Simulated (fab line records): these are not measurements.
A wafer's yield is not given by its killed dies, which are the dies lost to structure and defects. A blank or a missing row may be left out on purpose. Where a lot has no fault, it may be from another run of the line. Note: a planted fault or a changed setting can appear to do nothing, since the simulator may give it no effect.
Comparing a struck lot with a sound one | flow sky130 | 15 steps out of a route of 708
Sound: these wafers, L951.2, L951.4, L951.5. Wafers L940.2, L940.3, L940.6 were the ones struck. Last of all comes the cause.
Per side, at each step with rows, come the tool, then ch with its chambers, and then its first start. Under that, the readings that differ: sound wafers | struck wafers | difference of the means | sigmas: that difference in standard deviations of wafers without a fault.
alike: readings with means less than 2 such deviations apart, plus words and numbers identical on both sides. not compared: withheld readings, readings lacking a value on some wafer, bounds such as >300 that could conceal the same value, and numbers that have no deviation in the record and whose values overlap.
A row with sigmas, a row that says differs or no value, or rows on one side alone: a step with any of these is where the two part. Numbers that have no deviation but don't overlap get no sigmas and don't part them. Lack of a reading on every wafer of one side parts them only where that side has two or more wafers.

SKY_CAPM_THK_MEAS_01:
  sound: filmMetro-03 at day 41 11:47; struck: filmMetro-03 at day 38 14:36
  alike: CAPM_CVD_00_THK
SKY_CAPM_SPUTTER_02: material TiN, target thk 200 nm, time 166.7 s.
  sound: pvdSputter-01 at day 41 11:50; struck: pvdSputter-04 at day 38 14:39
  alike: susceptorTempC, throttleValvePct
SKY_CAPM_RS_MEAS_03: measures by four-point-probe.
  sound: filmMetro-04 at day 41 11:58; struck: filmMetro-04 at day 38 14:46
  alike: CAPM_TIN_RS
SKY_CAPM_THK_MEAS_04: measures by xrf.
  sound: filmMetro-04 at day 41 12:05; struck: filmMetro-04 at day 38 14:53
  alike: CAPM_TIN_THK
then, 7 steps without rows for these wafers: SKY_CAPM_DEHYDRATE_05 (time 60 s); SKY_CAPM_HMDS_06 (prime time 60 s); SKY_CAPM_COAT_07 (resist thk 1140 nm); SKY_CAPM_SOFTBAKE_08 (time 60 s); SKY_CAPM_EXPOSE_09 (exposes mask CAPM, target cd 1000 nm); SKY_CAPM_PEB_10; SKY_CAPM_DEVELOP_11 (develop time 60 s).
SKY_CAPM_OVL_MEAS_12:
  sound: overlay-02 at day 42 12:07; struck: overlay-02 at day 39 15:40
  alike: CAPM_OVL
SKY_CAPM_METAL_ETCH_13: etches TiN in Cl2/BCl3, stops on SiO2, target depth 220 nm, time 62.9 s.
  sound on rieMetal-04 ch 0,1, day 42 12:08; struck on rieMetal-04 ch 0,1, day 39 15:42
  no value came back on the struck wafers for any of 5 readings (bcl3FlowSccm (sccm), biasW (W) and others); on the sound wafers bcl3FlowSccm (sccm) reads 30.03 30.09 29.95
reading                                  | sound             | struck         | difference | sigmas
model.NOVOLAK_of_CAPM_COAT_07.thkNm (nm) | 996.1 991.4 995.5 | 1141 1141 1142 | +147       | 
  not compared: rfHoursCounterH
SKY_CAPM_STRIP_14: strips in O2/N2.
  sound on plasmaAsher-03 ch 1, day 42 12:13; struck on plasmaAsher-04 ch 1, day 39 15:47
reading                  | sound             | struck            | difference | sigmas
drypumpMotorCurrentA (A) | 6.7 6.7 6.7       | 5.2 5.2 5.2       | -1.5       | -3
oesProductAu (a.u.)      | 0.704 0.705 0.707 | 0.713 0.723 0.711 | +0.010     | +2
stripTimeToEndpointS (s) | 12.69 12.62 12.68 | 14.20 14.19 14.19 | +1.53      | +31
  not compared: rfHoursCounterH
then, 1 step without rows for these wafers: SKY_CAPM_STRIP_15 (strips in post etch residue remover, time 1200 s).

## WHERE THEY PART
Last at SKY_CAPM_STRIP_14 as far as this record goes, first at SKY_CAPM_METAL_ETCH_13.

WHY: the cause the simulator had injected
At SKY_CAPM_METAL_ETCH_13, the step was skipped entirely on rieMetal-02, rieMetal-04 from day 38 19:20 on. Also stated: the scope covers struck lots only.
